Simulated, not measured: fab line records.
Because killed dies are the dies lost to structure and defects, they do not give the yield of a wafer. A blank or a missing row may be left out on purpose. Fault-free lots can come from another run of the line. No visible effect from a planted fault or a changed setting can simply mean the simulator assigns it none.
Lot-split experiment :: flow sky130 :: 27 wafers read from 5 lots, route of 708 steps

== ABOUT THE SPLIT ==
At SKY_LI_CONTACT_DEVELOP_11 (develop time 60 s), the setting develop_time_s was moved away from the recipe's 60 s on 12 of the 27 wafers read, by -42.4% to +38.9%. All remaining wafers had this setting at the recipe value.

No step appears in the file between the split and the reading.

== THE READING ==
cd_nm (nm) at SKY_LI_CONTACT_CD_MEAS_12, where the cd target is 170 nm. On this fab line, fault-free wafers typically give 170.5 nm with a standard deviation of 1.6 nm.

wafer: L077.1
tool, chamber at the split: litho_track-03, 0
develop_time_s as run, s: 34.55
against the recipe: -42.4%
cd_nm, nm: 159.9
against lot-mates on the recipe: -9.9

wafer: L077.2
tool, chamber at the split: litho_track-03, 0
develop_time_s as run, s: 34.55
against the recipe: -42.4%
cd_nm, nm: 159.1
against lot-mates on the recipe: -10.7

wafer: L077.3
tool, chamber at the split: litho_track-03, 0
develop_time_s as run, s: 34.55
against the recipe: -42.4%
cd_nm, nm: 160.1
against lot-mates on the recipe: -9.7

wafer: L077.4
tool, chamber at the split: litho_track-03, 0
develop_time_s as run, s: 60
against the recipe: recipe
cd_nm, nm: 169.9
against lot-mates on the recipe: -

wafer: L077.5
tool, chamber at the split: litho_track-03, 0
develop_time_s as run, s: 60
against the recipe: recipe
cd_nm, nm: 170.3
against lot-mates on the recipe: -

wafer: L077.6
tool, chamber at the split: litho_track-03, 0
develop_time_s as run, s: 60
against the recipe: recipe
cd_nm, nm: 169.1
against lot-mates on the recipe: -

wafer: L078.1
tool, chamber at the split: litho_track-03, 0
develop_time_s as run, s: 39.85
against the recipe: -33.6%
cd_nm, nm: 164.1
against lot-mates on the recipe: -6.9

wafer: L078.2
tool, chamber at the split: litho_track-03, 0
develop_time_s as run, s: 39.85
against the recipe: -33.6%
cd_nm, nm: 162.1
against lot-mates on the recipe: -8.9

wafer: L078.3
tool, chamber at the split: litho_track-03, 0
develop_time_s as run, s: 39.85
against the recipe: -33.6%
cd_nm, nm: 162.8
against lot-mates on the recipe: -8.2

wafer: L078.4
tool, chamber at the split: litho_track-03, 0
develop_time_s as run, s: 60
against the recipe: recipe
cd_nm, nm: 170.1
against lot-mates on the recipe: -

wafer: L078.5
tool, chamber at the split: litho_track-03, 0
develop_time_s as run, s: 60
against the recipe: recipe
cd_nm, nm: 171.8
against lot-mates on the recipe: -

wafer: L078.6
tool, chamber at the split: litho_track-03, 0
develop_time_s as run, s: 60
against the recipe: recipe
cd_nm, nm: 171.2
against lot-mates on the recipe: -

wafer: L079.1
tool, chamber at the split: litho_track-03, 0
develop_time_s as run, s: 83.34
against the recipe: +38.9%
cd_nm, nm: 175.7
against lot-mates on the recipe: +6.5

wafer: L079.2
tool, chamber at the split: litho_track-03, 0
develop_time_s as run, s: 60
against the recipe: recipe
cd_nm, nm: 169.1
against lot-mates on the recipe: -

wafer: L079.3
tool, chamber at the split: litho_track-03, 0
develop_time_s as run, s: 60
against the recipe: recipe
cd_nm, nm: 169.3
against lot-mates on the recipe: -

wafer: L079.4
tool, chamber at the split: litho_track-03, 0
develop_time_s as run, s: 83.34
against the recipe: +38.9%
cd_nm, nm: 177.0
against lot-mates on the recipe: +7.8

wafer: L079.5
tool, chamber at the split: litho_track-03, 0
develop_time_s as run, s: 60
against the recipe: recipe
cd_nm, nm: 169.2
against lot-mates on the recipe: -

wafer: L079.6
tool, chamber at the split: litho_track-03, 0
develop_time_s as run, s: 83.34
against the recipe: +38.9%
cd_nm, nm: 175.9
against lot-mates on the recipe: +6.7

wafer: L080.1
tool, chamber at the split: litho_track-03, 0
develop_time_s as run, s: 60
against the recipe: recipe
cd_nm, nm: 170.5
against lot-mates on the recipe: -

wafer: L080.2
tool, chamber at the split: litho_track-03, 0
develop_time_s as run, s: 42.13
against the recipe: -29.8%
cd_nm, nm: 163.8
against lot-mates on the recipe: -6.5

wafer: L080.3
tool, chamber at the split: litho_track-03, 0
develop_time_s as run, s: 42.13
against the recipe: -29.8%
cd_nm, nm: 162.2
against lot-mates on the recipe: -8.1

wafer: L080.4
tool, chamber at the split: litho_track-03, 0
develop_time_s as run, s: 60
against the recipe: recipe
cd_nm, nm: 171.4
against lot-mates on the recipe: -

wafer: L080.5
tool, chamber at the split: litho_track-03, 0
develop_time_s as run, s: 42.13
against the recipe: -29.8%
cd_nm, nm: 164.5
against lot-mates on the recipe: -5.8

wafer: L080.6
tool, chamber at the split: litho_track-03, 0
develop_time_s as run, s: 60
against the recipe: recipe
cd_nm, nm: 168.9
against lot-mates on the recipe: -

wafer: L084.1
tool, chamber at the split: litho_track-03, 0
develop_time_s as run, s: 60
against the recipe: recipe
cd_nm, nm: 169.2
against lot-mates on the recipe: -

wafer: L084.4
tool, chamber at the split: litho_track-03, 0
develop_time_s as run, s: 60
against the recipe: recipe
cd_nm, nm: 167.6
against lot-mates on the recipe: -

wafer: L084.5
tool, chamber at the split: litho_track-03, 0
develop_time_s as run, s: 60
against the recipe: recipe
cd_nm, nm: 168.5
against lot-mates on the recipe: -

FIT RESULTS
A straight line over all 27 wafers: cd_nm changes by +0.2 nm for each +1% of develop_time_s; r = +0.97; the points scatter about the line by 1.2 nm.
The same after taking each lot's own level away (the mean of its wafers on the recipe; 27 wafers): +0.215 nm for each +1%; r = +0.99; scatter 0.89 nm.
That fit puts the effect of the largest move of develop_time_s on the reading at 9.1 nm.
Measured against the standard deviation above, the lots' own levels, which go from 168.43 to 171.03 nm, span 1.6 times it.
The two slopes agree, so the slope changes little with the lot-to-lot level.
Check: -9.45 nm against its lot-mates is what the line predicts for one of the wafers moved furthest among these (-42.4%) when that wafer is left out of the fit. Against them it came out at -9.87 nm.

== THE OTHER SPLITS THESE WAFERS WENT THROUGH ==
Other splits were also applied to these wafers ahead of the reading. Each is held against what the fit with the lots' levels taken away leaves over:
other split on the same wafers: SKY_FIELD_ISO_ETCH_17 time_s
wafers away from the commonest value: 6
r with cd_nm (lot level and that fit taken away): +0.29

other split on the same wafers: SKY_SONOS_ONO_DEVELOP_12 develop_time_s
wafers away from the commonest value: 9
r with cd_nm (lot level and that fit taken away): -0.19

== THE WHOLE CHAIN: every reading that the file lists as answering this split, in the file's order ==
step: SKY_LI_CONTACT_CD_MEAS_12
what it does: target cd 170 nm
reading: cd_nm
change (the file's fit): +0.22 nm for each +1% of the setting
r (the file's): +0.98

step: SKY_LI_CONTACT_ETCH_14
what it does: etches BARC in N2/H2, stops on SiO2, time 45.9 s, target depth 60 nm
reading: LI_CONTACT.cd_nm (the simulator's own value, which no gauge read)
change (the file's fit): +0.216 nm for each +1% of the setting
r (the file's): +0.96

== THE FILE'S OWN FIT ==
cd_nm changes by +0.22 nm for each +1% of develop_time_s, r = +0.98.
